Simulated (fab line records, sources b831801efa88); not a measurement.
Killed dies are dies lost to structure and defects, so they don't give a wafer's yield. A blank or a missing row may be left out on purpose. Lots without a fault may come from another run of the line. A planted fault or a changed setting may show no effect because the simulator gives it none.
Chamber matching | flow gf180mcu | GF_POLY_GATE_ETCH_12 on rie_diel-02: 4 sister chambers
The step etches BARC in N2/H2. 4 wafers are shown with their chamber, then 7 later ones without.

WAFERS WITH THEIR CHAMBER
wafer  | chamber | oes_product_au (a.u.)
L767.2 | 2       | 0.739
L770.5 | 3       | 0.737
L771.3 | 0       | 0.743
L771.4 | 1       | 0.735

WAFERS WITHOUT THEIR CHAMBER
wafer  | oes_product_au (a.u.)
L771.5 | 0.730
L783.2 | 0.740
L783.3 | 0.733
L783.4 | 0.728
L785.3 | 0.731
L785.5 | 0.731
L785.6 | 0.732

WHICH CHAMBER EACH WENT THROUGH
wafer  | from the rows above               | in truth
L771.5 | can't be placed: 1 or 3 or 2 or 0 | 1
L783.2 | can't be placed: 2 or 0 or 3 or 1 | 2
L783.3 | can't be placed: 1 or 3 or 2 or 0 | 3
L783.4 | can't be placed: 1 or 3 or 2 or 0 | 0
L785.3 | can't be placed: 1 or 3 or 2 or 0 | 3
L785.5 | can't be placed: 1 or 3 or 2 or 0 | 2
L785.6 | can't be placed: 1 or 3 or 2 or 0 | 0
Placed correctly: 0 of 7. Can't be placed from these rows: 7 (the true chamber is among the candidates in 7). Placed wrongly: 0.
How it was worked out, from the rows above alone: a wafer's distance from a chamber is the root of the sum, over the readings, of the square of ((its reading less the chamber's mean) divided by the reading's scatter). The wafer belongs to the nearest chamber; if the next one is less than 2 further off, it can't be placed. A chamber's mean is the mean of its shown wafers. The scatter: with one shown wafer a chamber, the root of the mean of the squares of how far each hidden wafer lies from its nearest shown one.
